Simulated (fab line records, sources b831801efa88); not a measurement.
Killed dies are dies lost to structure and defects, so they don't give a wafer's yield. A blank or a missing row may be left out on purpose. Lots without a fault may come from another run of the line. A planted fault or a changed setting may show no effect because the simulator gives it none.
A struck lot beside a sound one | flow sfq_line | 15 steps out of a route of 325
Sound: wafers L448.3, L448.4, L448.5. Struck: wafer L466.6. (L466.5 of the same lot was not struck and is left out.) The cause comes at the end.
At each step with rows: each side's tool, then ch and its chambers, then its first start. Under that, the readings that differ: sound wafers | struck wafers | difference of the means | sigmas: that difference in standard deviations of wafers without a fault.
alike: readings whose means differ by less than 2 such deviations, and words and numbers that are the same on both sides. not compared: withheld readings, readings that some wafer has no value for, bounds like >300 that may hide the same value, and numbers for which the record gives no deviation and whose values overlap.
The two part at a step that has a row with sigmas, a row that says differs or no value, or rows on one side only. Numbers that don't overlap but have no deviation are shown without sigmas and don't part them. A reading that every wafer of one side lacks parts them only if that side has two wafers or more.

SFQ_TRILAYER_L0_BARC_OPEN_METAL_ETCH_010: etches BARC in O2, target depth 125 nm, time 41.7 s.
  sound on rie_metal-04 ch 0,1, day 3 06:18; struck on rie_metal-02 ch 0, day 7 05:26
  alike: chamber_pressure_mTorr, drypump_motor_current_A, oes_product_au
  not compared: rf_hours_counter_h
SFQ_TRILAYER_L0_ETCH_METAL_ETCH_008: etches MoNx KI in SF6/O2, stops on SiO2, target depth 50 nm, time 25 s.
  sound on rie_metal-04 ch 0,1, day 3 06:21; struck on rie_metal-02 ch 0, day 7 05:29
  alike: chamber_pressure_mTorr, drypump_motor_current_A, oes_product_au
  not compared: rf_hours_counter_h
SFQ_TRILAYER_L0_STRIP_STRIP_009: strips in O2.
  sound on rie_metal-04 ch 0,1, day 3 06:35; struck on rie_metal-02 ch 0, day 7 05:55
  alike: chamber_pressure_mTorr, drypump_motor_current_A, oes_product_au
  not compared: rf_hours_counter_h
then, 1 step without rows for these wafers: SFQ_TRILAYER_L0_STRIP_SOLV_CLEAN_010 (cleans in NMP, time 600 s).
SFQ_TRILAYER_L0_CAP_PECVD_011: deposits SiO2 from SiH4/N2O, time 13.333 s, target thk 60 nm.
  sound on pecvd-02 ch 0,2, day 3 07:10; struck on pecvd-03 ch 1, day 7 06:20
  alike: heater_power_w, throttle_valve_pct
then, 6 steps without rows for these wafers: SFQ_TRILAYER_L0_VIA_LITHO_COAT_018 (resist thk 62 nm); SFQ_TRILAYER_L0_VIA_LITHO_COAT_013 (resist thk 650 nm); SFQ_TRILAYER_L0_VIA_LITHO_SOFTBAKE_017; SFQ_TRILAYER_L0_VIA_LITHO_EXPOSE_014 (exposes mask L0V, target cd 700 nm); SFQ_TRILAYER_L0_VIA_LITHO_PEB_016 (peb time 60 s); SFQ_TRILAYER_L0_VIA_LITHO_DEVELOP_015 (time 60 s).
SFQ_L0V_OVL_MEAS_903:
  sound on overlay-02, day 4 23:52; struck on overlay-01, day 8 23:20
  alike: L0V_OVL
SFQ_TRILAYER_L0_VIA_BARC_OPEN_VIA_ETCH_021: etches BARC in O2, target depth 125 nm, time 41.7 s.
  sound on rie_diel-03 ch 0,1,3, day 4 23:53; struck on rie_diel-03 ch 0, day 8 23:22
  reading                                                 | sound             | struck | difference | sigmas
  model.KrF_of_TRILAYER_L0_VIA_LITHO_COAT_013.thk_nm (nm) | 572.9 576.5 574.1 | 587.2  | +12.7      |
  alike: chamber_pressure_mTorr, drypump_motor_current_A, oes_product_au
  not compared: rf_hours_counter_h
SFQ_TRILAYER_L0_VIA_ETCH_VIA_ETCH_016: etches SiO2 in CHF3, stops on MoNx KI, target depth 80 nm.
  sound on rie_diel-03 ch 0,1,3, day 4 23:56; struck on rie_diel-03 ch 0, day 8 23:24
  reading                                                 | sound           | struck | difference | sigmas
  model.KrF_of_TRILAYER_L0_VIA_LITHO_COAT_013.thk_nm (nm) | 559.1 563.2 560 | 573.3  | +12.5      |
  alike: chamber_pressure_mTorr, drypump_motor_current_A, oes_product_au
SFQ_TRILAYER_L0_VIA_STRIP_STRIP_017: strips in O2.
  sound on rie_metal-02 ch 0,1, day 5 00:11; struck on rie_metal-04 ch 1, day 8 23:50
  reading               | sound             | struck | difference | sigmas
  oes_product_au (a.u.) | 0.993 0.998 1.003 | 1.024  | +0.026     | +2
  alike: chamber_pressure_mTorr, drypump_motor_current_A
  not compared: rf_hours_counter_h

WHERE THEY PART
Only at SFQ_TRILAYER_L0_VIA_STRIP_STRIP_017, within this record.

WHY: what the simulator had put in
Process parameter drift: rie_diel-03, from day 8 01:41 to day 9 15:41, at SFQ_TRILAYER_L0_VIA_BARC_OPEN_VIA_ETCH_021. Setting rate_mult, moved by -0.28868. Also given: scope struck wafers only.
